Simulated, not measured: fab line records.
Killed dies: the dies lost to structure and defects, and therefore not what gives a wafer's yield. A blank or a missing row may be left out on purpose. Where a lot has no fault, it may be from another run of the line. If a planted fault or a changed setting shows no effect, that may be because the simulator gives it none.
Chamber matching	flow sky130	4 sister chambers for SKY_VIA4_CMP_21 on cmp-02
The step polishes, stops on SiO2, t overpolish 25 s, target thk 0 nm. 4 wafers are shown with their chamber, then 11 later ones without.

== EACH WAFER AND ITS CHAMBER ==
wafer	chamber	time-to-endpoint-s (s)
L084.4	0	131
L090.3	1	137
L090.5	2	128
L092.1	3	121

== WAFERS MISSING THEIR CHAMBER ==
wafer	time-to-endpoint-s (s)
L092.3	135
L092.4	128
L091.1	131
L091.2	132
L091.4	136
L093.1	127
L093.3	131
L093.6	133
L096.1	135
L096.2	116
L096.5	124

== CHAMBER TAKEN BY EACH ==
wafer	from the rows above	in truth
L092.3	can't be placed: 1 or 0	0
L092.4	can't be placed: 2 or 0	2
L091.1	can't be placed: 0 or 2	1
L091.2	can't be placed: 0 or 2 or 1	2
L091.4	can't be placed: 1 or 0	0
L093.1	can't be placed: 2 or 0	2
L093.3	can't be placed: 0 or 2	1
L093.6	can't be placed: 0 or 1 or 2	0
L096.1	can't be placed: 1 or 0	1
L096.2	3	3
L096.5	can't be placed: 3 or 2 or 0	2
Correct placement for 1 of the 11. Unplaceable from these rows: 10, with the true chamber sitting among the candidates in 8. Number placed wrongly: 0.
How it was worked out, from the rows above alone: a wafer's distance from a chamber is the root of the sum, over the readings, of the square of ((its reading less the chamber's mean) divided by the reading's scatter). If the next closest chamber is less than 2 further off than the closest, the wafer can't be placed; otherwise it belongs to the closest. Each chamber's mean is taken over the wafers shown for it. The scatter: root of mean squared gap, hidden wafer to nearest shown wafer, with one shown wafer a chamber.
